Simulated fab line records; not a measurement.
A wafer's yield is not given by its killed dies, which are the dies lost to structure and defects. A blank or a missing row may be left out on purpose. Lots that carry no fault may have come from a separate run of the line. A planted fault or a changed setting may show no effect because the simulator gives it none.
Comparing a struck lot with a sound one	flow sky130	15 out of 708 route steps
Sound: wafers L111.1, L111.3, L111.4. Struck: wafer L121.5. (L121.1, L121.6 of the same lot were not struck and are left out.) The cause comes at the end.
For every step that has rows: the tool of each side, followed by ch and its chambers, followed by its first start. Under that, the readings that differ: sound wafers	struck wafers	difference of the means	sigmas: that difference in standard deviations of wafers without a fault.
alike: readings with means less than 2 such deviations apart, plus words and numbers identical on both sides. not compared: withheld readings, readings lacking a value on some wafer, bounds such as >300 that could conceal the same value, and numbers that have no deviation in the record and whose values overlap.
The two part at a step that has a row with sigmas, a row that says differs or no value, or rows on one side only. Non-overlapping numbers with no deviation appear without sigmas and do not part them. A reading that every wafer of one side lacks parts them only if that side has two wafers or more.

SKY_VIA2_CMP_02: polishes SiO2.
  sound on cmp-02 ch 0,1,2, day 37 20:53; struck on cmp-01 ch 0, day 40 12:30
reading	sound	struck	difference	sigmas
motorCurrentA (A)	14.3 11.8 11.9	10.1	-2.6	-2
SKY_VIA2_BOW_MEAS_03:
  sound on filmMetro-01 at day 37 21:11; struck on filmMetro-02 at day 40 12:48
  alike: VIA2_BOW
then, 8 steps without rows for these wafers: SKY_VIA2_DEHYDRATE_04 (time 60 s); SKY_VIA2_HMDS_05 (prime time 60 s); SKY_VIA2_COAT_06 (resist thk 60 nm); SKY_VIA2_COAT_07 (resist thk 450 nm); SKY_VIA2_SOFTBAKE_08 (time 90 s); SKY_VIA2_EXPOSE_09 (exposes mask VIM2, target cd 200 nm); SKY_VIA2_PEB_10; SKY_VIA2_DEVELOP_11 (develop time 60 s).
SKY_VIA2_CD_MEAS_12: target cd 200 nm.
  sound on cdSem-02 at day 38 21:50; struck on cdSem-01 at day 41 13:16
  alike: cdNm
SKY_VIA2_OVL_MEAS_13:
  sound on overlay-02 at day 38 21:58; struck on overlay-02 at day 41 13:23
  alike: VIA2_OVL
SKY_VIA2_ETCH_14: etches BARC in N2/H2, stops on SiO2, time 45.9 s, target depth 60 nm.
  sound on rieDiel-04 ch 0,1,2, day 38 21:59; struck on rieDiel-04 ch 1, day 41 13:25
reading	sound	struck	difference	sigmas
model.KrF-thick_of_VIA2_COAT_07.thkNm (nm)	392.6 391.4 390	399	+8	
  alike: drypumpMotorCurrentA, oesProductAu, throttleValvePct
  not compared: rfHoursCounterH
SKY_VIA2_ETCH_15: etches SiO2 in C4F8/O2/Ar, stops on TiN, target depth 546 nm, time 84 s.
  sound on rieDiel-04 ch 0,1,2, day 38 22:02; struck on rieDiel-04 ch 1, day 41 13:28
reading	sound	struck	difference	sigmas
model.KrF-thick_of_VIA2_COAT_07.thkNm (nm)	284 281.2 276.6	291.2	+10.6	
  alike: oesProductAu
  not compared: rfHoursCounterH
SKY_VIA2_STRIP_16: strips in O2/N2.
  sound on plasmaAsher-04 ch 0,1, day 38 22:06; struck on plasmaAsher-04 ch 0, day 41 13:31
reading	sound	struck	difference	sigmas
stripTimeToEndpointS (s)	4.05 4.02 3.98	4.13	+0.11	+4
  alike: drypumpMotorCurrentA, oesProductAu
  not compared: rfHoursCounterH

## WHERE THEY PART
First at SKY_VIA2_CMP_02; last, within this record, at SKY_VIA2_STRIP_16.

WHY: the cause the simulator had injected
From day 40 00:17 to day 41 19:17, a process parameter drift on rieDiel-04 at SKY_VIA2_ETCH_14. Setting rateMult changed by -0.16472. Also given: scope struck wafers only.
